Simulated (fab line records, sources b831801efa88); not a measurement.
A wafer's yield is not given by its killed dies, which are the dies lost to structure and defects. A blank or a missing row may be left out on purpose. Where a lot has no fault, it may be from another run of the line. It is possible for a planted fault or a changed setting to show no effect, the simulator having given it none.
Problem report in the 8D (eight disciplines) form, filled by code :: flow sky130 :: the parts of the form that need people (team, actions taken, sign-off) are left out

1. THE PROBLEM
PASSIVATION_CVD_02_THK at SKY_PASSIVATION_THK_MEAS_03 reads a mean of 710 nm on 1 wafer of 1 lot; wafers without a fault read 539 nm with a standard deviation of 7.8. That is +22 standard deviations from the usual mean.
The first sign was on wafer L421.5 at day 45 20:56, on filmMetro-01. At this step, 32 wafers from 11 lots have a number in the record. By rule, "out" or "out of limits" means more than 4 standard deviations away from the usual mean. The other wafers with a number count as sound.

2. WHAT IT IS, WHAT IT ISN'T
question: which readings at this step
is: PASSIVATION_CVD_02_THK
is not: -

question: which lots
is: L421
is not: L414, L426, L427, L429, L430, L431, L432, L433, L434, L437

question: which wafers of those lots
is: L421.5
is not: L421.3

question: read on which gauges
is: filmMetro-01
is not: filmMetro-02, filmMetro-03

question: when
is: from day 45 20:56
is not: up to then (4 sound wafers); but 27 sound wafers of L426, L427, L429, L430, L431, L432, L433, L434, L437 came after

3. SUSPECTS, AND WHAT RULES EACH OUT
Counting: a tool at a process step up to the reading stays a suspect if it ran every lot that is out. Sound lots after the first of them don't rule it out here, since some wafers of a struck lot are sound.
- the gauge at SKY_PASSIVATION_THK_MEAS_03: kept. All the wafers that are out were read on filmMetro-01, and no step on other tools shows them out.
- pvdSputter-04 at SKY_VIA4_SPUTTER_17 (material TiN, target thk 20 nm, time 80 s): kept. It ran the lot that is out, L421 (day 44 22:07).
- pecvd-01 at SKY_PASSIVATION_CVD_02 (deposits Si3N4, target thk 540 nm): kept. It ran the lot that is out, L421 (day 45 20:41); its last sound lot up to then is L414 (day 43 13:25).
pvdSputter-04 at SKY_VIA4_SPUTTER_17, pecvd-01 at SKY_PASSIVATION_CVD_02 and filmMetro-01 at SKY_PASSIVATION_THK_MEAS_03 are what is left after counting.

4. THE CAUSE (what the simulator had put in)
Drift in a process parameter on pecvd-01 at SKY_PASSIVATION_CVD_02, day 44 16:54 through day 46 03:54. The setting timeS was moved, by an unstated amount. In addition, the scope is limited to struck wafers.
Counting leaves 3 suspects; this tool is one of them.

5. THE EFFECT CHAIN, in route order
Each row: a reading where the mean over the struck wafers with a number is more than 3 standard deviations away from the usual. Only readings for which the record gives a usual standard deviation are gone through. hours: the time from each lot's start at the first step in this table that gives one to its start at this step, as a median over the lots. sigmas: the change in usual standard deviations.
hours: 0
step: SKY_PASSIVATION_THK_MEAS_03
reading: PASSIVATION_CVD_02_THK
usual: 539 nm
on struck wafers: 710
change: +171
sigmas: +22

6. HOW IT WOULD HAVE BEEN CAUGHT EARLIER
Counted from the fault's start at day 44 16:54, it took 28 hours until the first out-of-limits reading at a measuring or inspecting step in this record, taken at day 45 20:56.
Tool readings at SKY_PASSIVATION_CVD_02 with a usual standard deviation given in the record: none out on any struck wafer, hence no alarm at a limit of 4 standard deviations on them.
Each of the lots that are out, 1 in all, had begun SKY_PASSIVATION_CVD_02 on pecvd-01 no later than day 45 20:56. Had the tool been put on hold then, not one of them would have been saved.
